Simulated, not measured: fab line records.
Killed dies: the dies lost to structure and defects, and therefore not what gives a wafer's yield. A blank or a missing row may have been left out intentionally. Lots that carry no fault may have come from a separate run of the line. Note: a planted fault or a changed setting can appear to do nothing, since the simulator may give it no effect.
Code-filled problem report in 8D (eight disciplines) form | flow sky130 | the parts of the form that need people (team, actions taken, sign-off) are left out

== 1. PROBLEM STATEMENT ==
Wafers without a fault read 15, standard deviation 4.1; killed_at_front_end at SKY_PAD_OPEN_PROBE_99 reads a mean of 58 on 6 wafers belonging to 2 lots. Relative to the usual mean, that is a shift of +11 standard deviations.
The first sign was on wafer L584.3 at day 49 23:56, on prober-02. The record holds 35 wafers of 12 lots with a number at this step. The rule behind "out" and "out of limits": a value lying over 4 standard deviations away from the usual mean. The other wafers with a number count as sound.

== 2. WHAT THIS IS AND IS NOT ==
question                    | is                     | is not
which readings at this step | killed_at_front_end    | killed_at_M0_to_M3, killed_at_M4_up, killed_at_contacts, killed_open, killed_short
which lots                  | L583, L584             | L567, L568, L569, L570, L572, L573, L574, L575, L577, L579
which wafers of those lots  | all that have a number | -
read on which tools         | prober-02              | prober-01
when                        | from day 49 23:56      | up to then (29 sound wafers)

== 3. SUSPECTS, AND WHAT RULES EACH OUT ==
Counting: a tool at any process step up to the reading remains a suspect when it ran all the lots that are out and ran no sound lot after the first of those.
- plasma_asher-04 at SKY_PWDE_STRIP_09 (strips in O2/N2): kept. Every lot that is out went through it, starting with L583 (day 7 16:52), and after that it ran no sound lot; the last sound lot it ran before then is L574 (day 5 17:22).
- rie_diel-02 at SKY_PAD_OPEN_ETCH_07 (etches the open film in CF4/O2, stops on AlCu, target depth 725 nm, time 161.1 s): kept. Every lot that is out went through it, starting with L584 (day 49 21:29), and after that it ran no sound lot; the last sound lot it ran before then is L579 (day 48 11:58).
- prober-02 at SKY_PAD_OPEN_PROBE_99: kept. Every lot that is out went through it, starting with L584 (day 49 23:56), and after that it ran no sound lot; the last sound lot it ran before then is L577 (day 48 07:02). On those wafers its own readings are out: killed_at_front_end.
After the count, these remain: plasma_asher-04 at SKY_PWDE_STRIP_09, rie_diel-02 at SKY_PAD_OPEN_ETCH_07 and prober-02 at SKY_PAD_OPEN_PROBE_99.

== 4. THE CAUSE (what the simulator had put in) ==
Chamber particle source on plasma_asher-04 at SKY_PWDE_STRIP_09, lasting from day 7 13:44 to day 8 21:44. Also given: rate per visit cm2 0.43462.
After counting, 3 suspects remain, this tool included.

== 5. THE CHAIN OF EFFECTS, in route order ==
One row per reading whose mean, taken over the struck wafers that have a number, lies over 3 standard deviations from the usual. Only readings for which the record gives a usual standard deviation are gone through. hours: the time from each lot's start at the first step in this table that gives one to its start at this step, as a median over the lots. sigmas: the change in usual standard deviations.
hours | step                  | reading             | usual | on struck wafers | change | sigmas
0     | SKY_PAD_OPEN_PROBE_99 | killed_at_front_end | 15    | 58               | +43    | +11
0     | SKY_PAD_OPEN_PROBE_99 | killed_dies         | 87    | 121              | +34    | +3.6
It contains these process steps:
- SKY_PAD_OPEN_PROBE_99

== 6. HOW IT WOULD HAVE BEEN CAUGHT EARLIER ==
In this record no reading fell out of limits until day 49 23:56, 1018 hours after the fault had begun at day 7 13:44.
Tool readings at SKY_PWDE_STRIP_09 with a usual standard deviation given in the record: none out on any struck wafer, hence no alarm at a limit of 4 standard deviations on them.
By day 49 23:56 the whole set of lots that are out, 2 in number, had already begun SKY_PWDE_STRIP_09 on plasma_asher-04. Holding the tool at that point would not have protected any of them.
